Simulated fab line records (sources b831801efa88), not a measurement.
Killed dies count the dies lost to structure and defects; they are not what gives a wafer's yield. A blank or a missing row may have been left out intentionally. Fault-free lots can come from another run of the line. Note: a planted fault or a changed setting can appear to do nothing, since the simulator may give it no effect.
Which tool did it?	flow sky130	11 lots with 33 wafers sampled at 5 steps, on a route of 708 steps

WHAT EACH GAUGE READ, for each wafer
SKY_VT_ADJUST_LVTN_TW_MEAS_10. Usual: for VT_ADJUST_LVTN_TW the level is 241.1 and the standard deviation is 1.2.
lot	measured	on	VT_ADJUST_LVTN_TW	flag
L209	day 8 09:07	film-metro-04	241.1 240.1 239.7	
L210	day 8 14:31	film-metro-01	243.0 243.2 241.1	
L212	day 9 04:29	film-metro-04	241.9 240.3 241.3	
L213	day 9 14:44	film-metro-02	238.3 238.9 239.8	
L216	day 10 03:44	film-metro-01	242.0 241.0 240.3	
L217	day 10 10:25	film-metro-01	241.0 242.8 241.0	
L222	day 11 18:04	film-metro-02	239.2 238.6 240.7	
L223	day 12 01:34	film-metro-04	240.8 240.5 241.3	
L224	day 12 08:38	film-metro-02	238.8 238.4 238.6	
L225	day 12 16:10	film-metro-01	241.8 243.3 241.9	
L227	day 13 01:45	film-metro-01	240.6 239.8 239.3	

SKY_VT_ADJUST_LVTN_TW_MEAS_21. Usual: for VT_ADJUST_LVTN_2_TW the level is 187.5 and the standard deviation is 1.2.
lot	measured	on	VT_ADJUST_LVTN_2_TW	flag
L209	day 9 06:43	film-metro-04	189.6 188.6 189.5	
L210	day 9 11:53	film-metro-01	188.4 187.6 189.4	
L212	day 10 02:28	film-metro-01	188.4 187.9 187.9	
L213	day 10 13:28	film-metro-04	30.1 30.0 30.2 30.0 30.1 30.0	OFF
L216	day 11 03:35	film-metro-01	189.4 188.5 188.4	
L217	day 11 09:43	film-metro-02	185.8 185.9 186.6	
L222	day 12 19:22	film-metro-02	186.2 185.8 186.0	
L223	day 13 02:19	film-metro-04	187.6 188.0 186.6	
L224	day 13 09:01	film-metro-04	187.4 188.6 187.9	
L225	day 13 16:06	film-metro-01	188.7 188.3 187.6	
L227	day 14 01:18	film-metro-02	186.1 186.2 185.2	

SKY_VT_ADJUST_NCORE_CD_MEAS_07: the cd target is 380 nm. Usual: 379.1 nm for cd-nm, sd 2.5.
lot	measured	on	cd-nm (nm)	flag
L209	day 10 04:05	cd-sem-02	380.0 380.5 381.6	
L210	day 10 09:03	cd-sem-02	377.1 374.9 374.5	
L212	day 11 01:15	cd-sem-02	381.9 381.6 380.3	
L216	day 12 02:20	cd-sem-01	375.7 379.5 375.5	
L217	day 12 09:20	cd-sem-01	381.3 377.9 378.7	
L222	day 13 19:29	cd-sem-02	378.8 378.7 379.9	
L223	day 14 01:58	cd-sem-01	382.1 378.9 379.3	
L224	day 14 08:53	cd-sem-02	378.7 383.1 379.6	
L225	day 14 16:46	cd-sem-02	376.5 376.3 375.5	
L227	day 15 01:52	cd-sem-01	378.2 380.5 379.2	

EACH LOT AND THE TOOL THAT RAN IT (in order: tool; ch and the chambers of the sampled wafers; start)
lot	SKY_VT_ADJUST_LVTN_STRIP_09	SKY_VT_ADJUST_LVTN_STRIP_20
L209	plasma-asher-02 ch 0,1, day 8 09:01	plasma-asher-04 ch 0,1, day 9 06:37
L210	plasma-asher-03 ch 0,1, day 8 14:25	plasma-asher-03 ch 1, day 9 11:46
L212	plasma-asher-03 ch 0,1, day 9 04:22	plasma-asher-04 ch 0,1, day 10 02:21
L213	plasma-asher-03 ch 0,1, day 9 14:37	plasma-asher-02 ch 0,1, day 10 13:21
L216	plasma-asher-04 ch 0,1, day 10 03:37	plasma-asher-04 ch 0,1, day 11 03:28
L217	plasma-asher-04 ch 0,1, day 10 10:19	plasma-asher-02 ch 0,1, day 11 09:36
L222	plasma-asher-02 ch 0,1, day 11 17:57	plasma-asher-04 ch 0,1, day 12 19:15
L223	plasma-asher-02 ch 0, day 12 01:28	plasma-asher-02 ch 0,1, day 13 02:13
L224	plasma-asher-02 ch 0,1, day 12 08:31	plasma-asher-04 ch 1, day 13 08:55
L225	plasma-asher-04 ch 1, day 12 16:04	plasma-asher-04 ch 1, day 13 16:00
L227	plasma-asher-04 ch 0,1, day 13 01:39	plasma-asher-02 ch 0,1, day 14 01:12
- SKY_VT_ADJUST_LVTN_STRIP_09: strips in O2/N2.
- SKY_VT_ADJUST_LVTN_STRIP_20: strips in O2/N2.

WHAT THE TOOLS THEMSELVES READ (means of the sampled wafers that have a number; where no wafer has one, the mark that the record gives instead)
SKY_VT_ADJUST_LVTN_STRIP_09. Usual: drypump-motor-current-A 5.6 A, standard deviation 0.31; oes-product-au 0.723 a.u., standard deviation 0.0052; strip-time-to-endpoint-s 36.92 s, standard deviation 0.095.
lot	tool	drypump-motor-current-A (A)	oes-product-au (a.u.)	strip-time-to-endpoint-s (s)	flag
L209	plasma-asher-02	5.6	0.724	36.98	
L210	plasma-asher-03	5.6	0.722	36.87	
L212	plasma-asher-03	5.6	0.723	37.06	
L213	plasma-asher-03	5.6	0.918	-	OFF
L216	plasma-asher-04	5.6	0.719	37.02	
L217	plasma-asher-04	5.7	0.721	36.80	
L222	plasma-asher-02	5.8	0.717	36.91	
L223	plasma-asher-02	5.4	0.720	36.84	
L224	plasma-asher-02	5.8	0.726	37.03	
L225	plasma-asher-04	5.9	0.723	36.79	
L227	plasma-asher-04	5.6	0.721	36.84	

SKY_VT_ADJUST_LVTN_STRIP_20. Usual: drypump-motor-current-A 5.66 A, standard deviation 0.28; oes-product-au 0.716 a.u., standard deviation 0.0047; strip-time-to-endpoint-s 14.18 s, standard deviation 0.036.
lot	tool	drypump-motor-current-A (A)	oes-product-au (a.u.)	strip-time-to-endpoint-s (s)	flag
L209	plasma-asher-04	5.58	0.714	14.27	
L210	plasma-asher-03	5.88	0.715	14.19	
L212	plasma-asher-04	5.59	0.713	14.16	
L213	plasma-asher-02	5.63	0.729	41.52	OFF
L216	plasma-asher-04	5.75	0.719	14.18	
L217	plasma-asher-02	5.63	0.715	14.15	
L222	plasma-asher-04	5.56	0.718	14.18	
L223	plasma-asher-02	5.62	0.709	14.15	
L224	plasma-asher-04	5.91	0.717	14.16	
L225	plasma-asher-04	5.92	0.714	14.17	
L227	plasma-asher-02	5.60	0.716	14.18	

THE ANSWER, worked out from the rows above alone
Rule: take the mean of a lot's wafers that have a number; if it is more than 3 standard deviations from the usual mean, the lot is off. Also off: a lot with no number at a reading for which 4 or more lots have one. Any other lot the step has rows for is counted as sound. Order of review: gauges by route order, followed by the tools' own readings, for which a lot's mean as printed above is used. The first step at which some lot is off is used, and at that step the reading that is off furthest; a lot without a number counts as furthest.
Off: L213, seen at SKY_VT_ADJUST_LVTN_TW_MEAS_21 (VT_ADJUST_LVTN_2_TW).
If a tool, at a process step before that reading, ran all the lots that are off and no sound lot after the first of them, it fits. Not tried: the gauges at SKY_VT_ADJUST_LVTN_TW_MEAS_21; whatever is off there is also off at SKY_VT_ADJUST_LVTN_STRIP_09, on other tools, and gauge error can't account for it. One fits: plasma-asher-03 at SKY_VT_ADJUST_LVTN_STRIP_09. Its last sound lot is L212 (day 9 04:22), its first lot that is off L213 (day 9 14:37): a fault that began between those two fits.
The tool's own readings at SKY_VT_ADJUST_LVTN_STRIP_09 bear it out: on the lots that are off they differ by more than 5 times the standard deviation of the sound lots' means. oes-product-au reads 0.918 a.u. there against 0.722 a.u. on the sound lots.
Blank at SKY_VT_ADJUST_LVTN_STRIP_09 on the lots that are off, where sound lots have numbers: strip-time-to-endpoint-s.

WHAT WAS PUT IN BY THE SIMULATOR
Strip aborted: plasma-asher-03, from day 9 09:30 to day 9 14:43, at SKY_VT_ADJUST_LVTN_STRIP_09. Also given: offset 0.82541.
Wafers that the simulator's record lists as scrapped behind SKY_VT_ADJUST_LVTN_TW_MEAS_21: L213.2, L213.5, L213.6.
Struck lots among those shown: L213. The rule given above showed the same thing.
